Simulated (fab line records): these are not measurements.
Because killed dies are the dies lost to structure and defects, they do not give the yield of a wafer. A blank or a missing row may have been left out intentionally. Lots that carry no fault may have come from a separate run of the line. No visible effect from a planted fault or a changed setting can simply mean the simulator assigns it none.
Commonality check across tools ; flow gf180mcu ; 11 lots and 33 wafers in the sample

== REASON IT WAS OPENED ==
2 of 11 lots carry a flag on the reading LVPWELL_RS at GF_VT_IMPLANT_RS_MEAS_48. Wafers without a fault read 1196 ohm/sq, standard deviation 3.1.
Rule: flag the lot when none of its wafers has a number, or when each of its wafers that has one lies beyond 4 standard deviations from that mean. The other lots count as sound.

lot;measured;on;LVPWELL_RS (ohm/sq), wafer by wafer;flag
L856;day 7 12:44;film-metro-03;1201 1200 1200;
L857;day 7 17:29;film-metro-03;1199 1198 1197;
L861;day 9 00:07;film-metro-04;1123 1122 1124;FLAGGED
L865;day 10 02:06;film-metro-04;1121 1127 1123;FLAGGED
L871;day 11 22:02;film-metro-01;1192 1192 1191;
L873;day 12 07:32;film-metro-03;1198 1199 1203;
L875;day 12 22:26;film-metro-04;1194 1195 1196;
L876;day 13 04:03;film-metro-03;1194 1195 1197;
L877;day 13 09:22;film-metro-03;1200 1201 1203;
L878;day 13 16:47;film-metro-03;1195 1195 1195;
L879;day 14 01:24;film-metro-04;1197 1197 1194;
Average over the flagged lots: 1123 ohm/sq; offset from the usual -73 ohm/sq, equal to -23 standard deviations.

== WHICH TOOL EACH LOT WENT THROUGH ==
The record keeps 1 process step preceding the reading, out of 602 steps on the route. Cell contents, in order: the tool; ch with the chambers the sampled wafers went through; the start.
lot;flag;GF_LVPWELL_IMPLANT_09
L856;;implanter-02 ch 0, day 3 20:08
L857;;implanter-02 ch 0, day 4 00:55
L861;FLAGGED;implanter-03 ch 0, day 5 01:32
L865;FLAGGED;implanter-03 ch 0, day 5 23:16
L871;;implanter-04 ch 0, day 7 10:22
L873;;implanter-04 ch 0, day 7 20:43
L875;;implanter-02 ch 0, day 8 08:35
L876;;implanter-02 ch 0, day 8 13:46
L877;;implanter-04 ch 0, day 8 18:02
L878;;implanter-02 ch 0, day 8 23:37
L879;;implanter-04 ch 0, day 9 07:23
What is done by these steps:
- GF_LVPWELL_IMPLANT_09
- GF_VT_IMPLANT_RS_MEAS_48: measures by four-point-probe.

== FLAGGED OVER TOTAL, TOOL BY TOOL (the gauges that took the reading come last) ==
step;tool;lots run;flagged;share of the flagged lots;sound lots run after its first flagged lot
GF_LVPWELL_IMPLANT_09;implanter-02;5;0;none;-
GF_LVPWELL_IMPLANT_09;implanter-03;2;2;all;0
GF_LVPWELL_IMPLANT_09;implanter-04;4;0;none;-
GF_VT_IMPLANT_RS_MEAS_48;film-metro-01;1;0;none;-
GF_VT_IMPLANT_RS_MEAS_48;film-metro-03;6;0;none;-
GF_VT_IMPLANT_RS_MEAS_48;film-metro-04;4;2;all;2 (L875,L879)

== THE TABLE: WHAT IT ALLOWS ==
Rows of the table that ran all the flagged lots, 2 in number: implanter-03 at GF_LVPWELL_IMPLANT_09; film-metro-04 at GF_VT_IMPLANT_RS_MEAS_48.
- implanter-03 at GF_LVPWELL_IMPLANT_09: 2 of its 2 lots flagged. It ran no sound lot before its first flagged lot in this sample, so the start can't be narrowed down. Its own readings (dose-ions-cm2, faraday-current-uA) fall more than 4 standard deviations out on all wafers of the flagged lots.
- film-metro-04 at GF_VT_IMPLANT_RS_MEAS_48: 2 of its 4 lots flagged. Sound lots ran on it after the first flagged one (L875, L879), which a lasting fault on the whole tool wouldn't allow.
What remains is a single tool, implanter-03 at GF_LVPWELL_IMPLANT_09.

== WHAT THE SIMULATOR HAD INSERTED ==
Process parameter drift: implanter-03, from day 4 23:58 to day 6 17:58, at GF_LVPWELL_IMPLANT_09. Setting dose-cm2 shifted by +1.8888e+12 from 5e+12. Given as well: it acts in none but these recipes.
Shown lots that were struck: L861, L865. The rule above found the same.
